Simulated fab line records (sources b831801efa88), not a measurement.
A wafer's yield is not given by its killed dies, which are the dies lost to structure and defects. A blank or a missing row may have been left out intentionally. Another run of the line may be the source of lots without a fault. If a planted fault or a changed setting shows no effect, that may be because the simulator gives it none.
The tool behind it: which one? | flow gf180mcu | 72 wafers from 24 lots sampled at 6 of the route's 602 steps

## WHAT THE GAUGES SHOWED, per wafer
GF_M1_RS_MEAS_05: measurement is done with a four-point probe. Usual: M1_ALCU_RS typically reads 0.0694 ohm/sq, with standard deviation 0.001.
lot  | measured     | on            | M1_ALCU_RS (ohm/sq)  | flag
L074 | day 15 20:06 | film_metro-03 | 0.0683 0.0684 0.0681 |
L075 | day 16 07:17 | film_metro-03 | 0.0712 0.0692 0.0715 |
L076 | day 17 17:44 | film_metro-04 | 0.0704 0.0716 0.0702 |
L077 | day 17 23:25 | film_metro-02 | 0.0679 0.0693 0.0691 |
L079 | day 18 00:17 | film_metro-02 | 0.0709 0.0694 0.0706 |
L078 | day 18 02:01 | film_metro-03 | 0.0685 0.0679 0.0695 |
L080 | day 18 08:36 | film_metro-04 | 0.0691 0.0710 0.0706 |
L081 | day 18 22:55 | film_metro-03 | 0.0698 0.0701 0.0705 |
L082 | day 19 03:25 | film_metro-04 | 0.0702 0.0691 0.0681 |
L083 | day 19 18:46 | film_metro-04 | 0.0690 0.0668 0.0674 |
L084 | day 20 06:12 | film_metro-03 | 0.0708 0.0680 0.0695 |
L085 | day 20 12:49 | film_metro-02 | 0.0683 0.0699 0.0678 |
L086 | day 20 14:02 | film_metro-03 | 0.0702 0.0690 0.0689 |
L087 | day 20 23:58 | film_metro-02 | 0.0707 0.0679 0.0698 |
L088 | day 21 17:02 | film_metro-02 | 0.0694 0.0691 0.0700 |
L089 | day 21 19:56 | film_metro-04 | 0.0690 0.0702 0.0690 |
L090 | day 22 05:13 | film_metro-04 | 0.0701 0.0703 0.0680 |
L091 | day 22 09:10 | film_metro-02 | 0.0686 0.0695 0.0705 |
L092 | day 22 17:45 | film_metro-02 | 0.0690 0.0687 0.0700 |
L093 | day 23 01:47 | film_metro-04 | 0.0693 0.0693 0.0680 |
L094 | day 23 12:42 | film_metro-04 | 0.0701 0.0691 0.0691 |
L095 | day 23 16:08 | film_metro-02 | 0.0692 0.0686 0.0706 |
L096 | day 24 00:34 | film_metro-04 | 0.0701 0.0691 0.0699 |
L097 | day 24 09:11 | film_metro-03 | 0.0695 0.0709 0.0714 |

GF_V5_THK_MEAS_01. Usual: V5_CVD_00_THK typically reads 297 nm, with standard deviation 4.
lot  | measured     | on            | V5_CVD_00_THK (nm) | flag
L074 | day 25 21:33 | film_metro-01 | 299 298 296        |
L075 | day 26 07:17 | film_metro-01 | 298 299 297        |
L076 | day 27 15:18 | film_metro-02 | 296 298 292        |
L077 | day 27 19:14 | film_metro-04 | 297 293 292        |
L079 | day 27 20:04 | film_metro-02 | 299 301 303        |
L078 | day 27 21:59 | film_metro-02 | 297 301 301        |
L080 | day 28 02:39 | film_metro-02 | 294 295 296        |
L081 | day 28 16:25 | film_metro-01 | 294 292 294        |
L082 | day 28 19:53 | film_metro-04 | 292 296 297        |
L083 | day 29 08:47 | film_metro-02 | 298 300 295        |
L084 | day 29 17:18 | film_metro-02 | 295 297 300        |
L085 | day 29 21:48 | film_metro-02 | 303 297 304        |
L086 | day 29 22:15 | film_metro-02 | 296 290 294        |
L087 | day 30 07:28 | film_metro-01 | 290 300 297        |
L088 | day 30 18:46 | film_metro-01 | 297 300 298        |
L089 | day 30 22:43 | film_metro-02 | 302 298 305        |
L090 | day 31 06:51 | film_metro-02 | 297 301 297        |
L091 | day 31 09:24 | film_metro-04 | 298 301 301        |
L092 | day 31 17:11 | film_metro-02 | 296 295 298        |
L093 | day 31 23:08 | film_metro-02 | 293 285 294        |
L094 | day 32 05:05 | film_metro-01 | 294 295 298        |
L095 | day 32 08:32 | film_metro-02 | 299 291 295        |
L096 | day 32 14:25 | film_metro-02 | 296 291 292        |
L097 | day 32 22:11 | film_metro-02 | 301 298 300        |

GF_TOP_METAL_RS_MEAS_05: measurement is done with a four-point probe. Usual: TOP_METAL_ALCU_RS typically reads 0.0329 ohm/sq, with standard deviation 0.00039.
lot  | measured     | on            | TOP_METAL_ALCU_RS (ohm/sq) | flag
L074 | day 26 20:05 | film_metro-02 | 0.0323 0.0325 0.0324       |
L075 | day 27 05:00 | film_metro-03 | 0.0329 0.0328 0.0332       |
L076 | day 28 12:43 | film_metro-02 | 0.0337 0.0338 0.0338       |
L077 | day 28 17:20 | film_metro-01 | 0.0330 0.0327 0.0330       |
L079 | day 28 18:07 | film_metro-01 | 0.0330 0.0326 0.0325       |
L078 | day 28 19:47 | film_metro-02 | 0.0333 0.0331 0.0329       |
L080 | day 29 00:43 | film_metro-02 | 0.0333 0.0327 0.0329       |
L081 | day 29 13:10 | film_metro-02 | 0.0325 0.0326 0.0326       |
L082 | day 29 17:28 | film_metro-03 | 0.0330 0.0332 0.0329       |
L083 | day 30 06:07 | film_metro-03 | 0.0332 0.0326 0.0330       |
L084 | day 30 15:22 | film_metro-02 | 0.0338 0.0335 0.0334       |
L085 | day 30 18:41 | film_metro-03 | 0.0326 0.0334 0.0327       |
L086 | day 30 19:22 | film_metro-03 | 0.0331 0.0327 0.0327       |
L087 | day 31 03:49 | film_metro-02 | 0.0331 0.0334 0.0330       |
L088 | day 31 14:47 | film_metro-02 | 0.0321 0.0328 0.0326       |
L089 | day 31 18:38 | film_metro-01 | 0.0329 0.0328 0.0330       |
L090 | day 32 01:58 | film_metro-01 | 0.0330 0.0329 0.0327       |
L091 | day 32 05:28 | film_metro-02 | 0.0329 0.0329 0.0332       |
L092 | day 32 12:40 | film_metro-01 | 0.0330 0.0321 0.0325       |
L093 | day 32 18:28 | film_metro-01 | 0.0337 0.0324 0.0335       |
L094 | day 33 00:31 | film_metro-01 | 0.0330 0.0332 0.0330       |
L095 | day 33 02:47 | film_metro-03 | 0.0325 0.0327 0.0327       |
L096 | day 33 09:16 | film_metro-03 | 0.0329 0.0328 0.0327       |
L097 | day 33 15:59 | film_metro-02 | 0.0325 0.0332 0.0330       |

GF_TOP_METAL_CD_MEAS_14: the cd target is 440 nm. Usual: cd_nm at 440.6 nm, with a standard deviation of 2.5.
lot  | measured     | on        | cd_nm (nm)        | flag
L074 | day 27 15:24 | cd_sem-01 | 437.3 436.4 435.8 |
L075 | day 28 00:37 | cd_sem-02 | 441.5 442.9 442.0 |
L076 | day 29 07:43 | cd_sem-01 | 439.1 437.0 438.4 |
L077 | day 29 11:51 | cd_sem-01 | 441.2 442.8 439.8 |
L079 | day 29 12:44 | cd_sem-02 | 439.2 439.8 442.4 |
L078 | day 29 14:23 | cd_sem-02 | 437.1 438.8 437.0 |
L080 | day 29 19:38 | cd_sem-01 | 439.4 435.7 440.2 |
L081 | day 30 08:02 | cd_sem-02 | 438.0 437.7 437.8 |
L082 | day 30 12:52 | cd_sem-02 | 444.0 445.5 442.5 |
L083 | day 30 23:44 | cd_sem-02 | 440.9 440.8 440.9 |
L084 | day 31 09:07 | cd_sem-01 | 439.1 440.7 439.3 |
L085 | day 31 11:50 | cd_sem-01 | 438.2 439.2 440.7 |
L086 | day 31 12:46 | cd_sem-01 | 443.6 445.4 444.3 |
L087 | day 31 21:07 | cd_sem-01 | 440.6 442.0 440.6 |
L088 | day 32 08:01 | cd_sem-02 | 441.3 444.4 443.0 |
L089 | day 32 12:07 | cd_sem-02 | 444.0 447.1 446.2 |
L090 | day 32 17:38 | cd_sem-02 | 440.8 440.8 439.0 |
L091 | day 32 21:56 | cd_sem-02 | 441.5 441.5 440.8 |
L092 | day 33 04:49 | cd_sem-01 | 440.3 438.5 439.3 |
L093 | day 33 10:14 | cd_sem-01 | 442.7 442.2 442.8 |
L094 | day 33 16:24 | cd_sem-01 | 437.8 441.3 439.5 |
L095 | day 33 18:33 | cd_sem-01 | 440.0 440.6 438.8 |
L096 | day 33 23:48 | cd_sem-02 | 442.6 443.9 440.8 |
L097 | day 34 07:04 | cd_sem-02 | 442.0 442.6 442.6 |

## TOOL THAT RAN EACH LOT (tool first, then ch and the chambers of the sampled wafers, then the start)
lot  | GF_MIM_SPUTTER_01            | GF_V5_ETCH_16
L074 | pvd_sputter-03, day 24 00:36 | rie_diel-01 ch 0,2,3, day 26 18:28
L075 | pvd_sputter-03, day 24 11:29 | rie_diel-01 ch 0,1,2, day 27 03:23
L076 | pvd_sputter-03, day 25 21:37 | rie_diel-04 ch 0,1,3, day 28 11:05
L077 | pvd_sputter-04, day 26 01:25 | rie_diel-04 ch 0,1,3, day 28 15:44
L079 | pvd_sputter-04, day 26 02:12 | rie_diel-01 ch 0,3, day 28 16:28
L078 | pvd_sputter-01, day 26 04:02 | rie_diel-04 ch 0,2, day 28 18:09
L080 | pvd_sputter-04, day 26 10:26 | rie_diel-03 ch 0,2,3, day 28 23:07
L081 | pvd_sputter-04, day 26 22:58 | rie_diel-01 ch 1,2, day 29 11:29
L082 | pvd_sputter-03, day 27 03:31 | rie_diel-04 ch 0,1,3, day 29 15:49
L083 | pvd_sputter-04, day 27 16:31 | rie_diel-01 ch 0,1,3, day 30 04:29
L084 | pvd_sputter-04, day 28 01:16 | rie_diel-03 ch 1,2,3, day 30 13:44
L085 | pvd_sputter-01, day 28 07:10 | rie_diel-01 ch 0,1,2, day 30 17:04
L086 | pvd_sputter-04, day 28 07:50 | rie_diel-03 ch 0,2,3, day 30 17:43
L087 | pvd_sputter-04, day 28 16:27 | rie_diel-01 ch 0,3, day 31 02:11
L088 | pvd_sputter-04, day 29 04:13 | rie_diel-04 ch 0,2, day 31 13:10
L089 | pvd_sputter-03, day 29 08:12 | rie_diel-04 ch 0,1,2, day 31 17:01
L090 | pvd_sputter-03, day 29 16:55 | rie_diel-03 ch 1,2,3, day 32 00:08
L091 | pvd_sputter-04, day 29 19:17 | rie_diel-04 ch 0,1,3, day 32 03:47
L092 | pvd_sputter-03, day 30 03:33 | rie_diel-04 ch 1,2,3, day 32 11:04
L093 | pvd_sputter-01, day 30 10:16 | rie_diel-01 ch 0,1,2, day 32 16:34
L094 | pvd_sputter-04, day 30 16:29 | rie_diel-01 ch 0,1,3, day 32 22:52
L095 | pvd_sputter-03, day 30 20:41 | rie_diel-01 ch 2,3, day 33 01:07
L096 | pvd_sputter-04, day 31 03:22 | rie_diel-04 ch 1,2,3, day 33 07:38
L097 | pvd_sputter-04, day 31 11:08 | rie_diel-01 ch 1,2,3, day 33 14:20
- GF_MIM_SPUTTER_01: material TiN, target thk 30 nm, time 25 s.
- GF_V5_ETCH_16: etches BARC in N2/H2.

## WHAT THE TOOLS THEMSELVES READ (means of the sampled wafers that have a number; where no wafer has one, the mark that the record gives instead)
GF_MIM_SPUTTER_01. Usual: throttle_valve_pct at 30.1 %, with a standard deviation of 0.58.
lot  | tool           | throttle_valve_pct (%) | flag
L074 | pvd_sputter-03 | 30.7                   |
L075 | pvd_sputter-03 | 30.8                   |
L076 | pvd_sputter-03 | 30.5                   |
L077 | pvd_sputter-04 | 30.0                   |
L079 | pvd_sputter-04 | 30.0                   |
L078 | pvd_sputter-01 | 29.8                   |
L080 | pvd_sputter-04 | 29.9                   |
L081 | pvd_sputter-04 | 30.2                   |
L082 | pvd_sputter-03 | 30.6                   |
L083 | pvd_sputter-04 | 29.9                   |
L084 | pvd_sputter-04 | 29.4                   |
L085 | pvd_sputter-01 | 29.8                   |
L086 | pvd_sputter-04 | 29.8                   |
L087 | pvd_sputter-04 | 29.8                   |
L088 | pvd_sputter-04 | 29.8                   |
L089 | pvd_sputter-03 | 30.8                   |
L090 | pvd_sputter-03 | 30.8                   |
L091 | pvd_sputter-04 | 30.1                   |
L092 | pvd_sputter-03 | 30.6                   |
L093 | pvd_sputter-01 | 30.0                   |
L094 | pvd_sputter-04 | 29.9                   |
L095 | pvd_sputter-03 | 30.9                   |
L096 | pvd_sputter-04 | 29.5                   |
L097 | pvd_sputter-04 | 29.8                   |

GF_V5_ETCH_16. Usual: drypump_motor_current_A 5.7 A, standard deviation 0.48; oes_product_au 0.856 a.u., standard deviation 0.0043; throttle_valve_pct 13.224 %, standard deviation 0.0092.
lot  | tool        | drypump_motor_current_A (A) | oes_product_au (a.u.) | throttle_valve_pct (%) | flag
L074 | rie_diel-01 | 5.6                         | 0.851                 | 13.224                 |
L075 | rie_diel-01 | 5.8                         | 0.852                 | 13.225                 |
L076 | rie_diel-04 | 5.6                         | 0.858                 | 13.230                 |
L077 | rie_diel-04 | 5.6                         | 0.856                 | 13.223                 |
L079 | rie_diel-01 | 6.0                         | 0.859                 | 13.219                 |
L078 | rie_diel-04 | 5.7                         | 0.855                 | 13.223                 |
L080 | rie_diel-03 | 5.9                         | 0.854                 | 13.220                 |
L081 | rie_diel-01 | 5.4                         | 0.857                 | 13.222                 |
L082 | rie_diel-04 | 5.6                         | 0.855                 | 13.235                 |
L083 | rie_diel-01 | 5.8                         | 0.859                 | 13.226                 |
L084 | rie_diel-03 | 5.7                         | 0.859                 | 13.226                 |
L085 | rie_diel-01 | 5.9                         | 0.859                 | 13.231                 |
L086 | rie_diel-03 | 5.9                         | 0.852                 | 13.227                 |
L087 | rie_diel-01 | 5.5                         | 0.853                 | 13.225                 |
L088 | rie_diel-04 | 5.8                         | 0.858                 | 13.225                 |
L089 | rie_diel-04 | 5.5                         | 0.855                 | 13.227                 |
L090 | rie_diel-03 | 5.7                         | 0.857                 | 13.219                 |
L091 | rie_diel-04 | 5.6                         | 0.855                 | 13.220                 |
L092 | rie_diel-04 | 5.7                         | 0.853                 | 13.224                 |
L093 | rie_diel-01 | 5.8                         | 0.857                 | 13.222                 |
L094 | rie_diel-01 | 5.8                         | 0.858                 | 13.234                 |
L095 | rie_diel-01 | 5.1                         | 0.857                 | 13.222                 |
L096 | rie_diel-04 | 5.7                         | 0.854                 | 13.215                 |
L097 | rie_diel-01 | 5.3                         | 0.852                 | 13.222                 |

## THE ANSWER, worked out from the rows above alone
Rule: a lot is off if the mean of its wafers that have a number lies more than 3 standard deviations from the usual mean. A lot without any number at a reading at which 4 lots or more have one is off too. All remaining lots with rows at the step are treated as sound. The gauges are gone through in route order, then the tools' own readings, and for those a lot's mean is taken as printed above. At the first step where some lot is off, the reading lying furthest off is the one used; lots without a number count as furthest.
No lot is off at any reading shown: from this, nothing can be told.

## WHAT THE SIMULATOR PUT IN
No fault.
